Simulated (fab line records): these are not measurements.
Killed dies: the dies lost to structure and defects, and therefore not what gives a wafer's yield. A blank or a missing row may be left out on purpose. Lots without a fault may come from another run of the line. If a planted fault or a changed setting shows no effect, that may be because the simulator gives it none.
Commonality check across tools	flow gf180mcu	11 lots and 33 wafers in the sample

## REASON FOR OPENING
At GF_V5_RS_MEAS_24 the reading V5_W_RS is flagged on 2 of 11 lots. No-fault wafers: 0.326 ohm/sq, standard deviation 0.0038.
Rule: a lot gets a flag if all its wafers with a number sit over 4 standard deviations from that mean, or if no wafer of it has a number. The other lots count as sound.

lot	measured	on	V5_W_RS (ohm/sq), wafer by wafer	flag
L685	day 26 23:05	film-metro-01	0.328 0.331 0.331	
L686	day 27 12:28	film-metro-01	0.328 0.326 0.330	
L689	day 28 11:32	film-metro-04	0.320 0.321 0.320	
L691	day 29 09:58	film-metro-01	0.325 0.326 0.322	
L695	day 30 07:04	film-metro-01	0.318 0.321 0.320	
L696	day 30 18:13	film-metro-01	0.322 0.323 0.323	
L697	day 30 21:26	film-metro-03	0.787 0.777 0.788	FLAGGED
L698	day 31 13:51	film-metro-01	0.765 0.777 0.748	FLAGGED
L699	day 31 17:18	film-metro-04	0.325 0.331 0.331	
L704	day 33 04:29	film-metro-03	0.329 0.326 0.327	
L707	day 33 11:55	film-metro-01	0.331 0.327 0.331	
Averaged over the flagged lots the numbers come to 0.774 ohm/sq, +0.448 ohm/sq from the usual (+99 or more standard deviations).

## LOT BY LOT: THE TOOL USED
The record keeps 1 process step preceding the reading, out of 602 steps on the route. In each cell: the tool, then ch and the chambers that the sampled wafers went through, then the start.
lot	flag	GF_V5_CVD_23
L685		cvd-w-02 ch 0,1, day 26 22:56
L686		cvd-w-02 ch 0,1, day 27 12:20
L689		cvd-w-01 ch 1, day 28 11:20
L691		cvd-w-01 ch 0,1, day 29 09:49
L695		cvd-w-01 ch 0,1, day 30 06:57
L696		cvd-w-01 ch 0,1, day 30 18:05
L697	FLAGGED	cvd-w-01 ch 0,1, day 30 21:18
L698	FLAGGED	cvd-w-01 ch 0,1, day 31 13:43
L699		cvd-w-02 ch 0,1, day 31 17:11
L704		cvd-w-02 ch 0,1, day 33 04:22
L707		cvd-w-02 ch 0,1, day 33 11:48
What these steps do:
- GF_V5_CVD_23: deposits W, target thk 350 nm, time 104.9 s.
- GF_V5_RS_MEAS_24: measures by four-point-probe.

## FLAGGED AGAINST TOTAL, ONE TOOL AT A TIME (gauges that did the reading follow at the end)
step	tool	lots run	flagged	share of the flagged lots	sound lots run after its first flagged lot
GF_V5_CVD_23	cvd-w-01	6	2	all	0
GF_V5_CVD_23	cvd-w-02	5	0	none	-
GF_V5_RS_MEAS_24	film-metro-01	7	1	some	1 (L707)
GF_V5_RS_MEAS_24	film-metro-03	2	1	some	1 (L704)
GF_V5_RS_MEAS_24	film-metro-04	2	0	none	-

## WHAT THE TABLE ALLOWS
All flagged lots share 1 row of the table, namely cvd-w-01 at GF_V5_CVD_23.
- cvd-w-01 at GF_V5_CVD_23 ran 6 lots, 2 of them flagged. Last sound lot L696 at day 30 18:05, first flagged lot L697 at day 30 21:18; a fault beginning in between fits.
One tool is left: cvd-w-01 at GF_V5_CVD_23.

## WHAT THE SIMULATOR PUT IN
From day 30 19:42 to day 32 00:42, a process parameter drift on cvd-w-01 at GF_V5_CVD_23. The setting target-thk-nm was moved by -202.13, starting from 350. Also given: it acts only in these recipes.
Shown lots that were struck: L697, L698. This agrees with what the rule above found.
